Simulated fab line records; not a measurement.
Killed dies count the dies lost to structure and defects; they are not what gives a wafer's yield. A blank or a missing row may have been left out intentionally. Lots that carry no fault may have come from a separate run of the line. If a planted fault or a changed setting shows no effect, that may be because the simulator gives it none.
fab line records	flow sky130
record lots=15	wafers=45	lastDay=50
route steps=708 shown CONTACT@432 METAL1@451 VIA1@459
lots that met no fault: from a run of the same line without faults
startH: hours from the record's opening day to when the first of the lot's shown wafers began	waitH: how many hours have passed since the lot's step before this one	" as in the row above	L1.1+2: a row that stands for several wafers	- no value present, or no start provided	* or withheld: withheld	< > ~ a bound
route shown NAME@n: NAME is a module with steps in the file, n the number in the route of the first one	usual: mean/standard deviation of fault-free wafers	same: alike in all rows	chamber/n: place in a boat	sites: per-site readings	_std_site: how widely they spread, as a standard deviation	_edge_site: inner sites' mean taken away from outer sites' mean	radiusMm: for every site, how far away it sits from the centre of the wafer	mask NAME#n: copy n	behind: tool/chamber where the wafer was last shaped	hold: reason for holding the lot/hours on hold/outcome of the hold	device: names the non-switching transistor (n, p or np)	end of line: the tests these same wafers got at the end of their route	step lacking rows: just its recipe	killed: at the first sort, the dies lost to defects and structure; wafer yield is something else	map: a wafer's dies, marking killed ones x, the rest . and places with no die _
set.NAME: the setting the step ran with; set.NAME@STEP: the setting that earlier step ran with	model.NAME: the simulator's own value behind a step, which no gauge read
route steps across a sampled set of lots; one table per step, one row per wafer
services: when a tool's chamber went out of use (startH, in hours from the record's first day, below 0 if earlier), for how many hours, and the reason
## steps
# step SKY_CONTACT_THK_MEAS_26
# recipe thkMeasGauge=xrf	reads=W_of_CONTACT_CVD_24
# usual CONTACT_W_THK=345/4.9
lot.wafer	tool	chamber	startH	waitH	CONTACT_W_THK[nm]
L679.1	filmMetro-03	-	739.59	0.1	355
L679.5	"	-	"	"	366
L679.6	"	-	"	"	359
L680.3	filmMetro-03	-	746.21	0.1	346
L680.4	"	-	"	"	347
L680.5	"	-	"	"	344
L681.2	filmMetro-01	-	753.43	0.1	343
L681.5	"	-	"	"	345
L681.6	"	-	"	"	343
L684.1	filmMetro-03	-	775.92	0.1	347
L684.4	"	-	"	"	348
L684.5	"	-	"	"	346
L686.2	filmMetro-01	-	795.98	0.1	344
L686.3	"	-	"	"	341
L686.5	"	-	"	"	344
L690.1	filmMetro-04	-	825.16	0.1	342
L690.2	"	-	"	"	344
L690.6	"	-	"	"	345
L691.2	filmMetro-04	-	828.90	0.1	340
L691.4	"	-	"	"	351
L691.5	"	-	"	"	346
L692.1	filmMetro-04	-	834.33	0.1	338
L692.3	"	-	"	"	344
L692.4	"	-	"	"	342
L694.3	filmMetro-03	-	863.15	0.1	345
L694.5	"	-	"	"	345
L694.6	"	-	"	"	349
L696.1	filmMetro-03	-	871.70	0.1	348
L696.3	"	-	"	"	351
L696.6	"	-	"	"	348
L697.3	filmMetro-03	-	878.59	0.1	339
L697.5	"	-	"	"	344
L697.6	"	-	"	"	348
L698.1	filmMetro-01	-	881.78	0.1	338
L698.3	"	-	"	"	342
L698.4	"	-	"	"	343
L699.1	filmMetro-01	-	892.02	0.1	336
L699.3	"	-	"	"	337
L699.6	"	-	"	"	338
L701.2	filmMetro-01	-	900.48	0.1	335
L701.3	"	-	"	"	342
L701.6	"	-	"	"	342
L702.3	filmMetro-03	-	902.65	0.1	350
L702.4	"	-	"	"	354
L702.6	"	-	"	"	344
# step SKY_METAL1_DESCUM_17
# recipe chemistry=O2	sourcePowerW=150	biasPowerW=0	pressureMtorr=10	tempC=40	timeS=8
# usual chamberPressureMTorr=10.000/0.009	drypumpMotorCurrentA=5.8/0.66	oesProductAu=1.007/0.0098
lot.wafer	tool	chamber	startH	waitH	chamberPressureMTorr	drypumpMotorCurrentA	oesProductAu	rfHoursCounterH
L679.1	rieMetal-02	1	767.32	0.0	9.995	5.3	1.009	13
L679.5	"	1	"	"	10.002	5.3	1.000	-
L679.6	"	0	"	"	9.993	6.7	1.010	-
L680.3	rieMetal-01	0	774.26	0.0	9.995	5.2	1.009	-
L680.4	"	1	"	"	10.025	6.2	0.990	-
L680.5	"	0	"	"	9.989	5.2	1.017	-
L681.2	rieMetal-04	1	780.55	0.0	9.994	5.1	1.004	3
L681.5	"	0	"	"	10.001	5.4	1.008	-
L681.6	"	1	"	"	10.016	5.1	1.000	-
L684.1	rieMetal-04	1	803.77	0.0	10.001	5.1	1.001	4
L684.4	"	0	"	"	10.001	5.4	1.005	-
L684.5	"	1	"	"	9.999	5.1	0.995	-
L686.2	rieMetal-02	0	822.75	0.0	9.992	6.7	1.001	-
L686.3	"	0	"	"	9.997	6.7	1.003	-
L686.5	"	0	"	"	9.982	6.7	1.002	-
L690.1	rieMetal-01	0	851.24	0.0	9.989	5.2	1.027	4
L690.2	"	1	"	"	10.011	6.2	1.006	10
L690.6	"	1	"	"	9.994	6.2	1.013	-
L691.2	rieMetal-01	0	855.59	0.0	9.977	5.2	1.024	4
L691.4	"	0	"	"	10.008	5.2	1.030	-
L691.5	"	1	"	"	10.014	6.2	1.012	-
L692.1	rieMetal-04	0	860.40	0.0	9.995	5.4	1.005	15
L692.3	"	1	"	"	9.993	5.1	1.004	-
L692.4	"	0	"	"	9.989	5.4	0.993	-
L694.3	rieMetal-02	1	890.71	0.0	9.998	5.3	1.006	-
L694.5	"	0	"	"	10.009	6.7	1.008	-
L694.6	"	1	"	"	9.987	5.3	1.014	-
L696.1	rieMetal-01	0	897.62	0.0	9.995	5.2	1.018	7
L696.3	"	0	"	"	10.016	5.2	1.024	-
L696.6	"	1	"	"	10.002	6.3	1.005	-
L697.3	rieMetal-01	0	903.75	0.0	10.016	5.2	1.025	-
L697.5	"	0	"	"	9.986	5.2	1.022	-
L697.6	"	1	"	"	10.005	6.2	1.007	-
L698.1	rieMetal-01	0	907.39	0.0	9.984	5.2	1.019	7
L698.3	"	0	"	"	10.014	5.2	1.032	-
L698.4	"	1	"	"	10.001	6.2	0.998	-
L699.1	rieMetal-04	0	917.87	0.0	10.006	5.4	1.001	1
L699.3	"	1	"	"	10.000	5.1	1.005	-
L699.6	"	0	"	"	9.991	5.4	1.000	-
L701.2	rieMetal-02	0	926.12	0.0	9.991	6.7	1.010	20
L701.3	"	0	"	"	10.003	6.7	1.012	-
L701.6	"	0	"	"	10.005	6.7	1.015	-
L702.3	rieMetal-04	0	928.33	0.0	10.011	5.4	0.993	-
L702.4	"	1	"	"	10.017	5.0	0.990	-
L702.6	"	1	"	"	9.997	5.1	0.992	-
# step SKY_METAL1_METAL_ETCH_19
# recipe targetDepthA=3600	stopOn=SiO2	overEtchFrac=0.3	timeS=78	chemistry=Cl2/BCl3	resistSidewallDeg=88	pressureMtorr=10	icpW=900	biasW=48.5	Cl2_flow_sccm=60	bcl3FlowSccm=30
# usual bcl3FlowSccm=29.99/0.084	biasW=48.48/0.16	chamberPressureMTorr=10.002/0.0095	drypumpMotorCurrentA=5.8/0.66	oesProductAu=0.852/0.0062	overEtchFrac=0.3/0	throttleValvePct=22.263/0.01
lot.wafer	tool	chamber	startH	waitH	bcl3FlowSccm	biasW	chamberPressureMTorr	drypumpMotorCurrentA	oesProductAu	overEtchFrac	rfHoursCounterH	throttleValvePct
L679.1	rieMetal-02	1	767.41	0.0	30.15	48.47	10.006	5.3	0.859	0.3	13	22.253
L679.5	"	1	"	"	29.97	48.45	10.000	5.3	0.848	0.3	-	22.270
L679.6	"	0	"	"	29.94	48.96	9.984	6.7	0.852	0.3	-	22.277
L680.3	rieMetal-01	0	774.38	0.1	29.89	48.60	10.008	5.2	0.862	0.3	-	22.257
L680.4	"	1	"	"	29.93	48.22	10.014	6.2	0.850	0.3	-	22.255
L680.5	"	0	"	"	30.07	48.71	10.006	5.2	0.849	0.3	-	22.267
L681.2	rieMetal-04	1	780.65	0.0	29.93	48.76	9.988	5.1	0.845	0.3	3	22.264
L681.5	"	0	"	"	30.18	48.33	9.995	5.4	0.836	0.3	-	22.258
L681.6	"	1	"	"	29.91	48.77	10.020	5.1	0.851	0.3	-	22.268
L684.1	rieMetal-04	1	803.86	0.0	29.91	48.67	10.004	5.1	0.858	0.3	4	22.285
L684.4	"	0	"	"	29.99	48.54	10.005	5.4	0.850	0.3	-	22.243
L684.5	"	1	"	"	29.89	48.54	10.008	5.1	0.863	0.3	-	22.250
L686.2	rieMetal-02	0	822.96	0.1	30.06	47.98	10.009	6.7	0.846	0.3	-	22.268
L686.3	"	0	"	"	29.90	48.43	10.010	6.7	0.843	0.3	-	22.268
L686.5	"	0	"	"	30.00	48.37	10.009	6.7	0.852	0.3	-	22.264
L690.1	rieMetal-01	0	851.33	0.0	-	-	-	-	-	-	-	-
L690.2	"	1	"	"	-	-	-	-	-	-	-	-
L690.6	"	1	"	"	-	-	-	-	-	-	-	-
L691.2	rieMetal-01	0	855.68	0.0	-	-	-	-	-	-	-	-
L691.4	"	0	"	"	-	-	-	-	-	-	-	-
L691.5	"	1	"	"	-	-	-	-	-	-	-	-
L692.1	rieMetal-04	0	860.49	0.0	-	-	-	-	-	-	-	-
L692.3	"	1	"	"	-	-	-	-	-	-	-	-
L692.4	"	0	"	"	-	-	-	-	-	-	-	-
L694.3	rieMetal-02	1	890.83	0.1	29.89	48.81	10.004	5.3	0.853	0.3	-	22.248
L694.5	"	0	"	"	29.96	48.58	9.996	6.7	0.843	0.3	-	22.253
L694.6	"	1	"	"	29.98	48.62	9.995	5.3	0.846	0.3	-	22.262
L696.1	rieMetal-01	0	897.71	0.0	29.97	48.35	9.995	5.2	0.849	0.3	7	22.256
L696.3	"	0	"	"	30.09	48.43	9.997	5.2	0.847	0.3	-	22.267
L696.6	"	1	"	"	29.90	48.70	10.004	6.2	0.861	0.3	-	22.277
L697.3	rieMetal-01	0	903.86	0.1	30.11	48.40	9.997	5.3	0.854	0.3	-	22.246
L697.5	"	0	"	"	30.11	48.58	9.994	5.2	0.842	0.3	-	22.254
L697.6	"	1	"	"	29.95	48.35	10.002	6.2	0.850	0.3	-	22.262
L698.1	rieMetal-01	0	907.48	0.0	30.07	48.64	9.989	5.2	0.844	0.3	7	22.248
L698.3	"	0	"	"	29.97	48.37	10.006	5.2	0.849	0.3	-	22.258
L698.4	"	1	"	"	30.03	48.49	9.997	6.2	0.844	0.3	-	22.259
L699.1	rieMetal-04	0	917.97	0.0	30.12	48.27	10.003	5.4	0.844	0.3	1	22.268
L699.3	"	1	"	"	30.15	48.60	10.004	5.1	0.846	0.3	-	22.250
L699.6	"	0	"	"	30.10	48.05	9.996	5.4	0.848	0.3	-	22.257
L701.2	rieMetal-02	0	926.21	0.0	30.07	48.49	10.006	6.7	0.846	0.3	21	22.258
L701.3	"	0	"	"	30.13	48.47	9.996	6.7	0.848	0.3	-	22.262
L701.6	"	0	"	"	29.99	48.23	10.015	6.7	0.839	0.3	-	22.248
L702.3	rieMetal-04	0	928.44	0.1	29.95	48.31	9.998	5.4	0.837	0.3	-	22.265
L702.4	"	1	"	"	29.93	48.55	9.991	5.1	0.844	0.3	-	22.246
L702.6	"	1	"	"	29.88	48.68	10.005	5.1	0.843	0.3	-	22.263
# step SKY_METAL1_STRIP_20
# recipe chemistry=O2/N2	powerW=1400	pressureMtorr=1500	platenTempC=withheld	o2FlowSccm=3000	n2FlowSccm=300	overashFraction=0.5
# usual chamberPressureMTorr=1499.9/1.4	drypumpMotorCurrentA=6.1/0.38	oesProductAu=0.342/0.0052	stripTimeToEndpointS=2.67/0.049
# same overashFraction=0.5
lot.wafer	tool	chamber	startH	waitH	chamberPressureMTorr	drypumpMotorCurrentA	oesProductAu	rfHoursCounterH	stripTimeToEndpointS
L679.1	plasmaAsher-02	0	767.50	0.1	1500.7	6.3	0.347	95	2.76
L679.5	"	0	"	"	1502.1	6.3	0.336	-	2.73
L679.6	"	1	"	"	1500.8	6.2	0.346	-	2.71
L680.3	plasmaAsher-03	0	774.47	0.1	1501.5	5.8	0.336	-	2.57
L680.4	"	1	"	"	1501.2	6.8	0.341	-	2.67
L680.5	"	0	"	"	1500.5	5.7	0.337	-	2.56
L681.2	plasmaAsher-01	1	780.74	0.1	1499.8	6.2	0.342	3	2.70
L681.5	"	1	"	"	1498.8	6.2	0.338	-	2.73
L681.6	"	0	"	"	1499.4	5.5	0.344	-	2.73
L684.1	plasmaAsher-03	0	803.95	0.1	1498.7	5.7	0.347	40	2.72
L684.4	"	1	"	"	1500.0	6.8	0.345	-	2.71
L684.5	"	1	"	"	1501.9	6.8	0.341	-	2.73
L686.2	plasmaAsher-02	0	823.11	0.1	1499.0	6.3	0.337	100	2.63
L686.3	"	0	"	"	1498.3	6.3	0.349	-	2.62
L686.5	"	1	"	"	1500.4	6.2	0.339	-	2.64
L690.1	plasmaAsher-02	1	851.42	0.1	1500.8	6.2	0.449	103	5.17
L690.2	"	0	"	"	1497.4	6.3	0.445	103	5.20
L690.6	"	0	"	"	1499.1	6.3	0.449	-	5.18
L691.2	plasmaAsher-02	1	855.77	0.1	1499.5	6.2	0.453	103	5.20
L691.4	"	1	"	"	1502.1	6.2	0.439	-	5.19
L691.5	"	0	"	"	1499.6	6.3	0.450	-	5.22
L692.1	plasmaAsher-01	1	860.58	0.1	1497.2	6.2	0.442	12	5.20
L692.3	"	1	"	"	1500.6	6.3	0.447	-	5.18
L692.4	"	0	"	"	1500.1	5.5	0.443	-	5.19
L694.3	plasmaAsher-02	0	890.92	0.1	1500.6	6.3	0.351	-	2.67
L694.5	"	0	"	"	1500.7	6.3	0.345	-	2.69
L694.6	"	1	"	"	1500.6	6.2	0.348	-	2.62
L696.1	plasmaAsher-02	0	897.80	0.1	1501.1	6.2	0.335	108	2.60
L696.3	"	0	"	"	1501.2	6.3	0.338	-	2.61
L696.6	"	0	"	"	1499.9	6.3	0.344	-	2.71
L697.3	plasmaAsher-02	1	903.96	0.1	1497.6	6.2	0.344	-	2.57
L697.5	"	1	"	"	1498.4	6.2	0.345	-	2.57
L697.6	"	0	"	"	1502.3	6.3	0.341	-	2.64
L698.1	plasmaAsher-02	1	907.57	0.1	1498.1	6.2	0.343	109	2.58
L698.3	"	0	"	"	1500.9	6.2	0.332	-	2.61
L698.4	"	1	"	"	1499.9	6.2	0.349	-	2.68
L699.1	plasmaAsher-02	1	918.06	0.1	1502.6	6.2	0.338	110	2.68
L699.3	"	0	"	"	1497.8	6.2	0.346	-	2.72
L699.6	"	0	"	"	1499.2	6.3	0.341	-	2.67
L701.2	plasmaAsher-02	0	926.30	0.1	1500.2	6.3	0.336	111	2.60
L701.3	"	1	"	"	1500.3	6.2	0.338	-	2.60
L701.6	"	0	"	"	1499.5	6.3	0.336	-	2.61
L702.3	plasmaAsher-02	1	928.54	0.1	1499.4	6.2	0.325	-	2.70
L702.4	"	0	"	"	1498.1	6.3	0.348	-	2.74
L702.6	"	1	"	"	1498.2	6.2	0.349	-	2.72
# step SKY_VIA1_THK_MEAS_01
# recipe reads=SiO2_of_VIA1_HDPCVD_00
# usual VIA1_HDPCVD_THK=1035/10
lot.wafer	tool	chamber	startH	waitH	VIA1_HDPCVD_THK[nm]
L679.1	filmMetro-02	-	768.22	0.1	1047
L679.5	"	-	"	"	1042
L679.6	"	-	"	"	1032
L680.3	filmMetro-01	-	775.16	0.1	1023
L680.4	"	-	"	"	1036
L680.5	"	-	"	"	1050
L681.2	filmMetro-02	-	781.59	0.1	1050
L681.5	"	-	"	"	1040
L681.6	"	-	"	"	1033
L684.1	filmMetro-04	-	804.67	0.1	1047
L684.4	"	-	"	"	1055
L684.5	"	-	"	"	1050
L686.2	filmMetro-02	-	823.83	0.1	1036
L686.3	"	-	"	"	1036
L686.5	"	-	"	"	1037
L694.3	filmMetro-02	-	891.61	0.1	1044
L694.5	"	-	"	"	1039
L694.6	"	-	"	"	1033
L696.1	filmMetro-02	-	898.52	0.1	1052
L696.3	"	-	"	"	1038
L696.6	"	-	"	"	1031
L697.3	filmMetro-02	-	904.65	0.1	1049
L697.5	"	-	"	"	1057
L697.6	"	-	"	"	1025
L698.1	filmMetro-04	-	908.34	0.1	1018
L698.3	"	-	"	"	1028
L698.4	"	-	"	"	1021
L699.1	filmMetro-02	-	918.79	0.1	1032
L699.3	"	-	"	"	1027
L699.6	"	-	"	"	1056
L701.2	filmMetro-04	-	927.07	0.1	1033
L701.3	"	-	"	"	1045
L701.6	"	-	"	"	1038
L702.3	filmMetro-02	-	929.23	0.1	1035
L702.4	"	-	"	"	1047
L702.6	"	-	"	"	1021
## services
tool	chamber	startH	hours	kind
rieMetal-02	-	764.10	2.8	pm
plasmaAsher-01	-	769.37	1.4	repair
plasmaAsher-03	-	792.98	1.7	repair
rieMetal-02	1	821.47	-	clean
rieMetal-02	1	821.47	23.0	scheduledDown
rieMetal-02	1	821.47	23.0	ventCycle
plasmaAsher-01	-	822.76	0.4	repair
rieMetal-01	1	858.48	9.9	repair
plasmaAsher-03	-	860.50	2.3	repair
rieMetal-02	1	868.53	20.7	repair
rieMetal-04	0	880.94	-	clean
rieMetal-04	0	880.94	17.4	scheduledDown
rieMetal-04	0	880.94	17.4	ventCycle
rieMetal-04	-	887.60	1.5	repair
## key
firstSign step=SKY_METAL1_METAL_ETCH_19	reading=toolRecord	direction=missing
effect step=SKY_METAL1_STRIP_20	reading=stripTimeToEndpointS	direction=up	sigmas=51	usual=*	struck=*
metAt SKY_METAL1_METAL_ETCH_19
struckLots L690,L691,L692
laterRowsLeftOut L690.1,L690.2,L690.6,L691.2,L691.4,L691.5,L692.1,L692.3,L692.4
sortLeftOut L690.1,L690.2,L690.6,L691.2,L691.4,L691.5,L692.1,L692.3,L692.4
notActingAt SKY_CONTACT_THK_MEAS_26,SKY_METAL1_DESCUM_17,SKY_VIA1_THK_MEAS_01
onsetBetween 803.86 851.33
fault kind=skippedStepWhole	tool=rieMetal-01,rieMetal-04	chamber=-	onsetH=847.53	steps=SKY_METAL1_METAL_ETCH_19	scope=struckLotsOnly
# sortLeftOut: the simulated sort isn't trusted on such a fault, so these wafers' sort isn't shown, and their yield isn't known
# laterRowsLeftOut: the simulator's readings of these wafers behind a module that went badly wrong aren't trusted and aren't shown, but for the sort
